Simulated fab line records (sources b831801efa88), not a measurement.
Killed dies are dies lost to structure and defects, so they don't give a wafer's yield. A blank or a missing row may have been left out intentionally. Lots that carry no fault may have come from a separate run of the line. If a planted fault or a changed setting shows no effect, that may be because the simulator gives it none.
What tool caused it? / flow sky130 / 72 wafers from 24 lots sampled at 5 of the route's 708 steps

== WHAT THE GAUGES SHOWED, per wafer ==
SKY_FIELD_ISO_THK_MEAS_02.
lot=L074; measured=day 1 11:55; on=filmMetro-03; FIELD_ISO_OXIDATION_00_THK (nm)=12.32 12.20 12.45
lot=L075; measured=day 1 16:45; on=filmMetro-02; FIELD_ISO_OXIDATION_00_THK (nm)=12.35 12.32 12.34
lot=L076; measured=day 1 21:38; on=filmMetro-03; FIELD_ISO_OXIDATION_00_THK (nm)=11.90 12.08 12.01
lot=L077; measured=day 2 02:38; on=filmMetro-03; FIELD_ISO_OXIDATION_00_THK (nm)=12.11 11.88 11.96
lot=L078; measured=day 2 08:01; on=filmMetro-02; FIELD_ISO_OXIDATION_00_THK (nm)=12.50 12.61 12.40
lot=L079; measured=day 2 12:38; on=filmMetro-03; FIELD_ISO_OXIDATION_00_THK (nm)=12.11 12.22 12.18
lot=L080; measured=day 2 18:55; on=filmMetro-03; FIELD_ISO_OXIDATION_00_THK (nm)=11.95 11.98 11.87
lot=L081; measured=day 2 22:38; on=filmMetro-02; FIELD_ISO_OXIDATION_00_THK (nm)=11.86 11.92 11.86
lot=L082; measured=day 3 04:02; on=filmMetro-01; FIELD_ISO_OXIDATION_00_THK (nm)=12.18 12.21 12.17
lot=L083; measured=day 3 08:43; on=filmMetro-01; FIELD_ISO_OXIDATION_00_THK (nm)=12.23 12.39 12.19
lot=L084; measured=day 3 13:38; on=filmMetro-01; FIELD_ISO_OXIDATION_00_THK (nm)=12.05 12.13 12.15
lot=L085; measured=day 3 18:55; on=filmMetro-01; FIELD_ISO_OXIDATION_00_THK (nm)=12.20 12.32 12.39
lot=L086; measured=day 4 00:32; on=filmMetro-02; FIELD_ISO_OXIDATION_00_THK (nm)=11.97 12.19 12.23
lot=L087; measured=day 4 04:48; on=filmMetro-01; FIELD_ISO_OXIDATION_00_THK (nm)=11.82 12.11 11.86
lot=L088; measured=day 4 09:39; on=filmMetro-01; FIELD_ISO_OXIDATION_00_THK (nm)=12.06 12.13 12.16
lot=L089; measured=day 4 16:10; on=filmMetro-03; FIELD_ISO_OXIDATION_00_THK (nm)=12.09 12.04 12.17
lot=L090; measured=day 4 19:41; on=filmMetro-02; FIELD_ISO_OXIDATION_00_THK (nm)=12.06 12.00 12.17
lot=L091; measured=day 5 01:39; on=filmMetro-02; FIELD_ISO_OXIDATION_00_THK (nm)=11.97 12.02 12.23
lot=L092; measured=day 5 05:38; on=filmMetro-02; FIELD_ISO_OXIDATION_00_THK (nm)=12.13 12.11 12.05
lot=L093; measured=day 5 12:28; on=filmMetro-03; FIELD_ISO_OXIDATION_00_THK (nm)=12.33 12.16 12.04
lot=L094; measured=day 5 16:29; on=filmMetro-03; FIELD_ISO_OXIDATION_00_THK (nm)=12.43 12.49 12.20
lot=L095; measured=day 5 20:52; on=filmMetro-03; FIELD_ISO_OXIDATION_00_THK (nm)=12.45 12.21 12.37
lot=L096; measured=day 6 03:30; on=filmMetro-01; FIELD_ISO_OXIDATION_00_THK (nm)=12.17 12.13 12.28
lot=L097; measured=day 6 07:37; on=filmMetro-01; FIELD_ISO_OXIDATION_00_THK (nm)=12.52 12.58 12.57

SKY_VIA2_RS_MEAS_22: measures by four-point-probe.
lot=L074; measured=day 36 07:41; on=filmMetro-02; VIA2_W_RS (ohm/sq)=0.2730 0.2705 0.2737
lot=L075; measured=day 36 10:19; on=filmMetro-03; VIA2_W_RS (ohm/sq)=0.2733 0.2735 0.2693
lot=L076; measured=day 36 15:37; on=filmMetro-01; VIA2_W_RS (ohm/sq)=0.2663 0.2665 0.2703
lot=L077; measured=day 37 09:10; on=filmMetro-02; VIA2_W_RS (ohm/sq)=0.2708 0.2711 0.2686
lot=L078; measured=day 37 09:49; on=filmMetro-01; VIA2_W_RS (ohm/sq)=0.2765 0.2703 0.2793
lot=L079; measured=day 38 01:01; on=filmMetro-02; VIA2_W_RS (ohm/sq)=0.2719 0.2758 0.2755
lot=L080; measured=day 38 13:37; on=filmMetro-01; VIA2_W_RS (ohm/sq)=0.2699 0.2728 0.2682
lot=L081; measured=day 38 15:53; on=filmMetro-02; VIA2_W_RS (ohm/sq)=0.2737 0.2742 0.2769
lot=L082; measured=day 39 00:18; on=filmMetro-02; VIA2_W_RS (ohm/sq)=0.2707 0.2728 0.2674
lot=L083; measured=day 39 11:38; on=filmMetro-01; VIA2_W_RS (ohm/sq)=0.2700 0.2690 0.2671
lot=L084; measured=day 39 12:06; on=filmMetro-03; VIA2_W_RS (ohm/sq)=0.2718 0.2696 0.2700
lot=L085; measured=day 39 21:15; on=filmMetro-03; VIA2_W_RS (ohm/sq)=0.2688 0.2720 0.2731
lot=L086; measured=day 39 23:14; on=filmMetro-02; VIA2_W_RS (ohm/sq)=0.2718 0.2763 0.2695
lot=L087; measured=day 40 14:46; on=filmMetro-03; VIA2_W_RS (ohm/sq)=0.2729 0.2730 0.2742
lot=L088; measured=day 40 18:07; on=filmMetro-02; VIA2_W_RS (ohm/sq)=0.2729 0.2741 0.2772
lot=L089; measured=day 41 09:15; on=filmMetro-01; VIA2_W_RS (ohm/sq)=0.2691 0.2685 0.2689
lot=L090; measured=day 41 14:46; on=filmMetro-02; VIA2_W_RS (ohm/sq)=0.2718 0.2679 0.2744
lot=L091; measured=day 41 18:41; on=filmMetro-02; VIA2_W_RS (ohm/sq)=0.2734 0.2702 0.2701
lot=L092; measured=day 41 21:28; on=filmMetro-01; VIA2_W_RS (ohm/sq)=0.2678 0.2642 0.2674
lot=L093; measured=day 42 05:41; on=filmMetro-03; VIA2_W_RS (ohm/sq)=0.2731 0.2703 0.2726
lot=L094; measured=day 42 15:18; on=filmMetro-01; VIA2_W_RS (ohm/sq)=0.2672 0.2690 0.2689
lot=L095; measured=day 42 09:06; on=filmMetro-01; VIA2_W_RS (ohm/sq)=0.2712 0.2718 0.2710
lot=L096; measured=day 42 19:35; on=filmMetro-02; VIA2_W_RS (ohm/sq)=0.2784 0.2727 0.2702
lot=L097; measured=day 43 12:46; on=filmMetro-03; VIA2_W_RS (ohm/sq)=0.2712 0.2729 0.2722

SKY_CAPM_OVL_MEAS_12.
lot=L074; measured=day 37 10:15; on=overlay-01; CAPM_OVL (nm)=-0.4 0.1 -1.2
lot=L075; measured=day 37 12:12; on=overlay-02; CAPM_OVL (nm)=-1.4 -1.2 -2.8
lot=L076; measured=day 37 17:24; on=overlay-02; CAPM_OVL (nm)=2.9 0.5 -0.7
lot=L077; measured=day 38 11:21; on=overlay-02; CAPM_OVL (nm)=-1.1 -0.1 0.8
lot=L078; measured=day 38 11:58; on=overlay-02; CAPM_OVL (nm)=0.0 -0.7 -0.7
lot=L079; measured=day 39 02:51; on=overlay-01; CAPM_OVL (nm)=2.0 1.9 2.0
lot=L080; measured=day 39 15:31; on=overlay-01; CAPM_OVL (nm)=-1.5 -2.6 -2.7
lot=L081; measured=day 39 17:25; on=overlay-01; CAPM_OVL (nm)=-3.0 -4.6 -5.4
lot=L082; measured=day 40 01:12; on=overlay-02; CAPM_OVL (nm)=-2.6 0.9 0.7
lot=L083; measured=day 40 12:58; on=overlay-01; CAPM_OVL (nm)=-1.2 -2.3 -2.0
lot=L084; measured=day 40 13:13; on=overlay-02; CAPM_OVL (nm)=1.3 0.9 -0.3
lot=L085; measured=day 40 22:45; on=overlay-01; CAPM_OVL (nm)=-1.8 -0.6 -2.0
lot=L086; measured=day 40 23:21; on=overlay-02; CAPM_OVL (nm)=-0.8 -1.5 -0.9
lot=L087; measured=day 41 18:46; on=overlay-01; CAPM_OVL (nm)=2.4 1.9 2.4
lot=L088; measured=day 41 18:52; on=overlay-01; CAPM_OVL (nm)=-0.3 0.4 -1.1
lot=L089; measured=day 42 08:54; on=overlay-02; CAPM_OVL (nm)=-1.5 0.5 -3.0
lot=L090; measured=day 42 15:16; on=overlay-01; CAPM_OVL (nm)=0.3 0.4 1.2
lot=L091; measured=day 42 18:53; on=overlay-01; CAPM_OVL (nm)=-0.7 -0.1 1.0
lot=L092; measured=day 42 21:22; on=overlay-02; CAPM_OVL (nm)=0.1 -0.1 0.1
lot=L093; measured=day 43 05:42; on=overlay-01; CAPM_OVL (nm)=0.8 -2.4 -0.8
lot=L094; measured=day 43 14:09; on=overlay-01; CAPM_OVL (nm)=-1.6 -2.3 -2.4
lot=L095; measured=day 43 08:40; on=overlay-02; CAPM_OVL (nm)=-0.7 -0.3 -1.3
lot=L096; measured=day 43 19:24; on=overlay-01; CAPM_OVL (nm)=2.2 1.2 1.1
lot=L097; measured=day 44 11:31; on=overlay-02; CAPM_OVL (nm)=0.2 -1.0 0.0

SKY_VIA3_THK_MEAS_01.
lot=L074; measured=day 38 13:28; on=filmMetro-02; VIA3_HDPCVD_THK (nm)=1607 1610 1609
lot=L075; measured=day 38 15:17; on=filmMetro-04; VIA3_HDPCVD_THK (nm)=1625 1621 1598
lot=L076; measured=day 38 20:29; on=filmMetro-02; VIA3_HDPCVD_THK (nm)=1621 1668 1662
lot=L077; measured=day 39 14:16; on=filmMetro-02; VIA3_HDPCVD_THK (nm)=1609 1618 1613
lot=L078; measured=day 39 14:55; on=filmMetro-02; VIA3_HDPCVD_THK (nm)=1606 1644 1620
lot=L079; measured=day 40 05:38; on=filmMetro-01; VIA3_HDPCVD_THK (nm)=1643 1650 1649
lot=L080; measured=day 40 18:16; on=filmMetro-01; VIA3_HDPCVD_THK (nm)=1580 1595 1594
lot=L081; measured=day 40 19:23; on=filmMetro-04; VIA3_HDPCVD_THK (nm)=1602 1582 1599
lot=L082; measured=day 41 03:19; on=filmMetro-04; VIA3_HDPCVD_THK (nm)=1598 1624 1610
lot=L083; measured=day 41 14:50; on=filmMetro-04; VIA3_HDPCVD_THK (nm)=1605 1604 1597
lot=L084; measured=day 41 15:13; on=filmMetro-01; VIA3_HDPCVD_THK (nm)=1611 1610 1617
lot=L085; measured=day 42 00:34; on=filmMetro-04; VIA3_HDPCVD_THK (nm)=1612 1605 1615
lot=L086; measured=day 42 01:01; on=filmMetro-01; VIA3_HDPCVD_THK (nm)=1632 1637 1618
lot=L087; measured=day 42 20:32; on=filmMetro-01; VIA3_HDPCVD_THK (nm)=1615 1650 1599
lot=L088; measured=day 42 20:52; on=filmMetro-01; VIA3_HDPCVD_THK (nm)=1625 1608 1633
lot=L089; measured=day 43 09:37; on=filmMetro-02; VIA3_HDPCVD_THK (nm)=1621 1634 1609
lot=L090; measured=day 43 15:53; on=filmMetro-04; VIA3_HDPCVD_THK (nm)=1620 1628 1638
lot=L091; measured=day 43 19:43; on=filmMetro-01; VIA3_HDPCVD_THK (nm)=1607 1635 1626
lot=L092; measured=day 43 22:27; on=filmMetro-02; VIA3_HDPCVD_THK (nm)=1622 1607 1625
lot=L093; measured=day 44 05:47; on=filmMetro-01; VIA3_HDPCVD_THK (nm)=1635 1659 1615
lot=L094; measured=day 44 14:40; on=filmMetro-01; VIA3_HDPCVD_THK (nm)=1651 1660 1638
lot=L095; measured=day 44 08:21; on=filmMetro-04; VIA3_HDPCVD_THK (nm)=1622 1631 1644
lot=L096; measured=day 44 19:05; on=filmMetro-04; VIA3_HDPCVD_THK (nm)=1616 1602 1617
lot=L097; measured=day 45 10:51; on=filmMetro-01; VIA3_HDPCVD_THK (nm)=1645 1612 1627

== EACH LOT AND THE TOOL THAT RAN IT (in order: tool; ch and the chambers of the sampled wafers; start) ==
lot=L074; SKY_METAL1_SPUTTER_02=pvdSputter-02, day 31 13:50
lot=L075; SKY_METAL1_SPUTTER_02=pvdSputter-04, day 31 17:32
lot=L076; SKY_METAL1_SPUTTER_02=pvdSputter-02, day 31 22:41
lot=L077; SKY_METAL1_SPUTTER_02=pvdSputter-02, day 32 16:11
lot=L078; SKY_METAL1_SPUTTER_02=pvdSputter-01, day 32 17:05
lot=L079; SKY_METAL1_SPUTTER_02=pvdSputter-01, day 33 09:23
lot=L080; SKY_METAL1_SPUTTER_02=pvdSputter-04, day 33 22:32
lot=L081; SKY_METAL1_SPUTTER_02=pvdSputter-04, day 34 02:10
lot=L082; SKY_METAL1_SPUTTER_02=pvdSputter-01, day 34 10:44
lot=L083; SKY_METAL1_SPUTTER_02=pvdSputter-04, day 34 23:44
lot=L084; SKY_METAL1_SPUTTER_02=pvdSputter-02, day 34 23:23
lot=L085; SKY_METAL1_SPUTTER_02=pvdSputter-01, day 35 08:13
lot=L086; SKY_METAL1_SPUTTER_02=pvdSputter-01, day 35 12:51
lot=L087; SKY_METAL1_SPUTTER_02=pvdSputter-01, day 36 04:12
lot=L088; SKY_METAL1_SPUTTER_02=pvdSputter-02, day 36 08:03
lot=L089; SKY_METAL1_SPUTTER_02=pvdSputter-04, day 37 00:44
lot=L090; SKY_METAL1_SPUTTER_02=pvdSputter-01, day 37 04:17
lot=L091; SKY_METAL1_SPUTTER_02=pvdSputter-01, day 37 09:23
lot=L092; SKY_METAL1_SPUTTER_02=pvdSputter-02, day 37 12:52
lot=L093; SKY_METAL1_SPUTTER_02=pvdSputter-02, day 37 22:58
lot=L094; SKY_METAL1_SPUTTER_02=pvdSputter-04, day 38 08:47
lot=L095; SKY_METAL1_SPUTTER_02=pvdSputter-04, day 38 03:20
lot=L096; SKY_METAL1_SPUTTER_02=pvdSputter-01, day 38 11:41
lot=L097; SKY_METAL1_SPUTTER_02=pvdSputter-04, day 39 07:40
- SKY_METAL1_SPUTTER_02: material AlCu, target thk 250 nm, time 13.3 s.

== AS READ BY THE TOOLS THEMSELVES (means over the sampled wafers that have a number; for cases with no such wafer, the mark the record gives instead) ==
SKY_METAL1_SPUTTER_02.
lot=L074; tool=pvdSputter-02; throttleValvePct (%)=29.5
lot=L075; tool=pvdSputter-04; throttleValvePct (%)=30.0
lot=L076; tool=pvdSputter-02; throttleValvePct (%)=28.8
lot=L077; tool=pvdSputter-02; throttleValvePct (%)=28.9
lot=L078; tool=pvdSputter-01; throttleValvePct (%)=30.3
lot=L079; tool=pvdSputter-01; throttleValvePct (%)=29.7
lot=L080; tool=pvdSputter-04; throttleValvePct (%)=30.2
lot=L081; tool=pvdSputter-04; throttleValvePct (%)=31.0
lot=L082; tool=pvdSputter-01; throttleValvePct (%)=29.5
lot=L083; tool=pvdSputter-04; throttleValvePct (%)=31.1
lot=L084; tool=pvdSputter-02; throttleValvePct (%)=29.5
lot=L085; tool=pvdSputter-01; throttleValvePct (%)=30.1
lot=L086; tool=pvdSputter-01; throttleValvePct (%)=30.0
lot=L087; tool=pvdSputter-01; throttleValvePct (%)=30.4
lot=L088; tool=pvdSputter-02; throttleValvePct (%)=29.3
lot=L089; tool=pvdSputter-04; throttleValvePct (%)=30.1
lot=L090; tool=pvdSputter-01; throttleValvePct (%)=31.1
lot=L091; tool=pvdSputter-01; throttleValvePct (%)=30.2
lot=L092; tool=pvdSputter-02; throttleValvePct (%)=28.8
lot=L093; tool=pvdSputter-02; throttleValvePct (%)=30.1
lot=L094; tool=pvdSputter-04; throttleValvePct (%)=30.8
lot=L095; tool=pvdSputter-04; throttleValvePct (%)=30.4
lot=L096; tool=pvdSputter-01; throttleValvePct (%)=30.4
lot=L097; tool=pvdSputter-04; throttleValvePct (%)=30.9

== THE ANSWER, worked out from the rows above alone ==
Rule: usual is defined by the lots themselves. Put in order of their means at a reading, lots are off if they are a third of the lots or fewer, leave a main group of 4 or more, and stand apart from it by a gap of 3 or more times the standard deviation of the main group's means; of several such gaps the widest counts. Not used: any main group whose means are identical at the precision the tables above print for the reading. A lot without any number at a reading at which 4 lots or more have one is off too. Where the step has rows for the other lots, those lots are counted as sound. After the gauges, taken in route order, come the tools' own readings; for these a lot's mean is taken, as printed above. At the first step where some lot is off, the reading lying furthest off is the one used; lots without a number count as furthest.
No lot is off on any of the readings shown, so nothing can be concluded from this.

== WHAT THE SIMULATOR PUT IN ==
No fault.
